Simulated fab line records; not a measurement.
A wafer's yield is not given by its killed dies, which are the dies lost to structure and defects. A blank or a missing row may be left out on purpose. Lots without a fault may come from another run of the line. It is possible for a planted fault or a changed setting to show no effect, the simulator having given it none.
What tool caused it? | flow sky130 | Sampling: 6 lots, 18 wafers, 4 of 708 route steps

WHAT THE GAUGES READ, wafer by wafer
SKY_LDD_HVN_TW_MEAS_10.
lot  | measured     | on           | LDD_HVN_TW
L163 | day 20 14:03 | filmMetro-02 | 1446 1446 1445
L169 | day 22 21:40 | filmMetro-02 | 1458 1450 1455
L174 | day 24 23:29 | filmMetro-02 | 1451 1442 1441
L176 | day 25 17:15 | filmMetro-02 | 1444 1441 1435
L182 | day 27 16:08 | filmMetro-01 | 1446 1451 1452
L185 | day 28 12:20 | filmMetro-04 | 1445 1445 1438

WHAT TOOL EACH LOT RAN ON (gives the tool, then ch and the chambers of the sampled wafers, and finally the start)
lot  | SKY_FIELD_ISO_ETCH_15            | SKY_VT_ADJUST_LVTN_DEVELOP_17    | SKY_LDD_HVN_STRIP_09
L163 | rieDiel-01 ch 0,3, day 2 09:50   | lithoTrack-04 ch 0, day 8 00:47  | plasmaAsher-02 ch 0, day 20 13:57
L169 | rieDiel-04 ch 2,3, day 3 17:38   | lithoTrack-04 ch 0, day 9 14:38  | plasmaAsher-01 ch 0,1, day 22 21:34
L174 | rieDiel-01 ch 1,2,3, day 4 19:01 | lithoTrack-04 ch 0, day 11 02:38 | plasmaAsher-02 ch 0,1, day 24 23:23
L176 | rieDiel-03 ch 1,2, day 5 07:44   | lithoTrack-04 ch 0, day 11 21:59 | plasmaAsher-01 ch 0,1, day 25 17:09
L182 | rieDiel-01 ch 2,3, day 6 14:13   | lithoTrack-04 ch 0, day 13 14:14 | plasmaAsher-01 ch 0,1, day 27 16:02
L185 | rieDiel-04 ch 0,2,3, day 7 07:20 | lithoTrack-03 ch 0, day 14 06:15 | plasmaAsher-03 ch 0,1, day 28 12:14
- SKY_FIELD_ISO_ETCH_15: etches the open film in CHF3/O2, stops on Si, target depth 180 nm, time 72 s.
- SKY_VT_ADJUST_LVTN_DEVELOP_17: develop time 60 s.
- SKY_LDD_HVN_STRIP_09: strips in O2/N2.

THE ANSWER, worked out from the rows above alone
Rule: the usual values come from the lots themselves. The widest of any qualifying gaps counts: lots, ordered by their means at a reading, are off when they make up no more than a third of the lots, leave a main group of 4 or more, and stand apart from it by 3 or more times the standard deviation of that group's means. A main group is skipped when, at the precision printed for the reading in the tables above, its means are all equal. A lot without any number at a reading at which 4 lots or more have one is off too. All remaining lots with rows at the step are treated as sound.
Across all readings shown, no lot is off: no conclusion can be drawn from this.

WHAT WAS PUT IN BY THE SIMULATOR
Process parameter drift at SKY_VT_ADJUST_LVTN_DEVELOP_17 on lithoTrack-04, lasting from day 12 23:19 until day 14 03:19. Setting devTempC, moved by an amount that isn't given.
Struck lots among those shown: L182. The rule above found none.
